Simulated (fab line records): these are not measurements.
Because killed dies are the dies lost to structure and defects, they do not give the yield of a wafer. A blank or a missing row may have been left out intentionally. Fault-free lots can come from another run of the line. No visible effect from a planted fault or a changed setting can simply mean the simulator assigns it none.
What tool caused it? + flow gf180mcu + 13 lots with 39 wafers sampled at 6 steps, on a route of 602 steps

## WHAT THE GAUGES READ, wafer by wafer
GF_STI_THK_MEAS_04. Usual: STI_CVD_03_THK gives 206.2 nm (standard deviation 2.1).
| lot  | measured    | on            | STI_CVD_03_THK (nm) | flag |
|------|-------------|---------------|---------------------|------|
| L107 | day 1 13:34 | film metro-02 | 203.5 202.9 203.6   |      |
| L108 | day 1 18:34 | film metro-02 | 201.9 203.3 203.9   |      |
| L110 | day 2 04:38 | film metro-04 | 209.3 210.2 206.3   |      |
| L114 | day 3 01:43 | film metro-02 | 207.0 205.9 208.2   |      |
| L115 | day 3 07:06 | film metro-03 | 206.6 207.7 208.3   |      |
| L116 | day 3 10:56 | film metro-02 | 207.7 206.1 207.5   |      |
| L117 | day 3 16:08 | film metro-03 | 206.0 207.8 207.6   |      |
| L118 | day 3 20:34 | film metro-03 | 207.6 207.5 206.8   |      |
| L119 | day 4 03:23 | film metro-03 | 203.5 203.3 204.4   |      |
| L120 | day 4 07:31 | film metro-02 | 207.6 208.4 207.7   |      |
| L121 | day 4 12:56 | film metro-02 | 208.4 207.1 206.7   |      |
| L126 | day 5 13:01 | film metro-04 | 207.3 209.2 207.0   |      |
| L127 | day 5 19:56 | film metro-03 | 206.0 203.4 203.6   |      |

GF_MVPSD_TW_MEAS_11. Usual: MVPSD_TW gives 551 (standard deviation 3.7).
| lot  | measured     | on            | MVPSD_TW                | flag |
|------|--------------|---------------|-------------------------|------|
| L107 | day 5 01:22  | film metro-03 | 547 549 549             |      |
| L108 | day 5 07:59  | film metro-04 | 548 548 549             |      |
| L110 | day 5 18:04  | film metro-01 | 556 556 555             |      |
| L114 | day 6 19:09  | film metro-01 | 553 553 552             |      |
| L115 | day 7 02:46  | film metro-03 | 544 548 548             |      |
| L116 | day 7 08:23  | film metro-01 | 554 555 554             |      |
| L117 | day 7 14:09  | film metro-03 | 546 546 548             |      |
| L118 | day 7 18:02  | film metro-03 | 549 548 546             |      |
| L119 | day 8 04:02  | film metro-03 | 547 548 547             |      |
| L120 | day 8 08:41  | film metro-01 | 551 552 553             |      |
| L121 | day 8 12:41  | film metro-04 | 531 535 533 534 533 532 | OFF  |
| L126 | day 9 16:44  | film metro-01 | 537 539 538             | OFF  |
| L127 | day 10 03:31 | film metro-04 | 552 556 555             |      |

GF_VT_IMPLANT_RS_MEAS_49: measurement is done with a four-point probe. Usual: MVPSD_RS gives 1168 ohm/sq (standard deviation 3.1).
| lot  | measured     | on            | MVPSD_RS (ohm/sq)             | flag |
|------|--------------|---------------|-------------------------------|------|
| L107 | day 7 13:11  | film metro-03 | 1170 1168 1170                |      |
| L108 | day 7 20:22  | film metro-03 | 1164 1163 1164                |      |
| L110 | day 8 09:46  | film metro-04 | 1165 1167 1169                |      |
| L114 | day 9 13:02  | film metro-03 | 1170 1172 1172                |      |
| L115 | day 9 22:28  | film metro-03 | 1169 1170 1169                |      |
| L116 | day 10 03:27 | film metro-01 | 1162 1166 1164                |      |
| L117 | day 10 11:07 | film metro-01 | 1168 1166 1168                |      |
| L118 | day 10 16:19 | film metro-03 | 1174 1169 1166                |      |
| L119 | day 11 02:28 | film metro-03 | 1171 1174 1171                |      |
| L120 | day 11 06:46 | film metro-03 | 1169 1172 1169                |      |
| L121 | day 11 13:26 | film metro-03 | 1306 1307 1313 1310 1310 1313 | OFF  |
| L126 | day 12 21:08 | film metro-04 | 1309 1306 1308 1307 1308 1308 | OFF  |
| L127 | day 13 09:01 | film metro-01 | 1162 1165 1162                |      |

GF_M1_OVL_MEAS_15. Usual: M1_OVL gives 4 nm (standard deviation 5.7).
| lot  | measured     | on         | M1_OVL (nm) | flag |
|------|--------------|------------|-------------|------|
| L107 | day 16 23:58 | overlay-01 | -2 5 6      |      |
| L108 | day 17 12:01 | overlay-01 | 10 13 11    |      |
| L110 | day 18 04:37 | overlay-01 | 10 7 5      |      |
| L114 | day 19 23:02 | overlay-01 | 3 9 8       |      |
| L115 | day 20 04:34 | overlay-02 | 7 5 6       |      |
| L116 | day 20 16:01 | overlay-02 | 5 5 4       |      |
| L117 | day 20 23:23 | overlay-01 | 4 0 6       |      |
| L118 | day 21 04:19 | overlay-02 | 1 2 8       |      |
| L119 | day 21 21:25 | overlay-02 | -7 -4 -7    |      |
| L120 | day 22 01:55 | overlay-02 | -3 0 -2     |      |
| L127 | day 24 10:23 | overlay-02 | 6 5 8       |      |

## TOOL THAT RAN EACH LOT (tool first, then ch and the chambers of the sampled wafers, then the start)
| lot  | GF_MVPSD_IMPLANT_09             | GF_M1_SPUTTER_01             |
|------|---------------------------------|------------------------------|
| L107 | implanter-01 ch 0, day 5 01:08  | pvd sputter-02, day 16 01:42 |
| L108 | implanter-01 ch 0, day 5 07:45  | pvd sputter-02, day 16 14:50 |
| L110 | implanter-01 ch 0, day 5 17:49  | pvd sputter-02, day 17 05:19 |
| L114 | implanter-02 ch 0, day 6 18:56  | pvd sputter-02, day 18 22:41 |
| L115 | implanter-01 ch 0, day 7 02:31  | pvd sputter-01, day 19 03:41 |
| L116 | implanter-04 ch 0, day 7 08:10  | pvd sputter-02, day 19 15:35 |
| L117 | implanter-04 ch 0, day 7 13:56  | pvd sputter-01, day 19 22:53 |
| L118 | implanter-02 ch 0, day 7 17:47  | pvd sputter-01, day 20 03:14 |
| L119 | implanter-01 ch 0, day 8 03:47  | pvd sputter-01, day 20 21:11 |
| L120 | implanter-01 ch 0, day 8 08:26  | pvd sputter-01, day 21 02:01 |
| L121 | implanter-01 ch 0, day 8 12:27  | -                            |
| L126 | implanter-01 ch 0, day 9 16:30  | -                            |
| L127 | implanter-04 ch 0, day 10 03:19 | pvd sputter-01, day 23 11:57 |
- GF_MVPSD_IMPLANT_09
- GF_M1_SPUTTER_01: material TiN, target thk 30 nm, time 25 s.

## AS READ BY THE TOOLS THEMSELVES (means over the sampled wafers that have a number; for cases with no such wafer, the mark the record gives instead)
GF_MVPSD_IMPLANT_09. Usual: dose ions cm2 5.001e+12, standard deviation 5.6e+09; faraday current uA 28.2, standard deviation 0.57.
| lot  | tool         | dose ions cm2 | faraday current uA | flag |
|------|--------------|---------------|--------------------|------|
| L107 | implanter-01 | 5.004e+12     | 27.8               |      |
| L108 | implanter-01 | 5.004e+12     | 28.4               |      |
| L110 | implanter-01 | 5.001e+12     | 28.4               |      |
| L114 | implanter-02 | 4.997e+12     | 28.3               |      |
| L115 | implanter-01 | 4.996e+12     | 28.2               |      |
| L116 | implanter-04 | 4.999e+12     | 28.1               |      |
| L117 | implanter-04 | 5.003e+12     | 27.7               |      |
| L118 | implanter-02 | 5.005e+12     | 28.2               |      |
| L119 | implanter-01 | 5.002e+12     | 28.5               |      |
| L120 | implanter-01 | 5.002e+12     | 28.2               |      |
| L121 | implanter-01 | 2.361e+12     | 13.2               | OFF  |
| L126 | implanter-01 | 2.355e+12     | 13.3               | OFF  |
| L127 | implanter-04 | 5.001e+12     | 28.1               |      |

GF_M1_SPUTTER_01. Usual: throttle valve pct at 30.4 %, with a standard deviation of 0.82.
| lot  | tool           | throttle valve pct (%) | flag |
|------|----------------|------------------------|------|
| L107 | pvd sputter-02 | 30.6                   |      |
| L108 | pvd sputter-02 | 30.8                   |      |
| L110 | pvd sputter-02 | 31.0                   |      |
| L114 | pvd sputter-02 | 30.8                   |      |
| L115 | pvd sputter-01 | 30.9                   |      |
| L116 | pvd sputter-02 | 31.0                   |      |
| L117 | pvd sputter-01 | 31.3                   |      |
| L118 | pvd sputter-01 | 31.0                   |      |
| L119 | pvd sputter-01 | 31.1                   |      |
| L120 | pvd sputter-01 | 31.0                   |      |
| L127 | pvd sputter-01 | 30.0                   |      |

## THE ANSWER, worked out from the rows above alone
Rule: lot off if the mean of its wafers having a number is beyond 3 standard deviations from the usual mean. A lot without any number at a reading at which 4 lots or more have one is off too. Where the step has rows for the other lots, those lots are counted as sound. Order of review: gauges by route order, followed by the tools' own readings, for which a lot's mean as printed above is used. The first step at which some lot is off is used, and at that step the reading that is off furthest; a lot without a number counts as furthest.
Off: L121, L126, seen at GF_MVPSD_TW_MEAS_11 (MVPSD_TW).
If a tool, at a process step before that reading, ran all the lots that are off and no sound lot after the first of them, it fits. Not tried: the gauges at GF_MVPSD_TW_MEAS_11; whatever is off there is also off at GF_MVPSD_IMPLANT_09, on other tools, and gauge error can't account for it. One fits: implanter-01 at GF_MVPSD_IMPLANT_09. A fault onset in the window from L120 (day 8 08:26, its last sound lot) to L121 (day 8 12:27, its first lot off) fits.
The tool's own readings at GF_MVPSD_IMPLANT_09 bear it out: on the lots that are off they differ by more than 5 times the standard deviation of the sound lots' means. dose ions cm2 reads 2.358e+12 there against 5.001e+12 on the sound lots; faraday current uA reads 13.2 there against 28.2 on the sound lots.

## WHAT HAD BEEN PUT IN BY THE SIMULATOR
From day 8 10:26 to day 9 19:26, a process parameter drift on implanter-01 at GF_MVPSD_IMPLANT_09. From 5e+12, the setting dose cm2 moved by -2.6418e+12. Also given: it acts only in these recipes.
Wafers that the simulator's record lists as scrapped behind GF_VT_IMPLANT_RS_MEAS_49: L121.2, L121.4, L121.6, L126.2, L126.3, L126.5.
Struck lots among those shown: L121, L126. Same finding as the rule above.
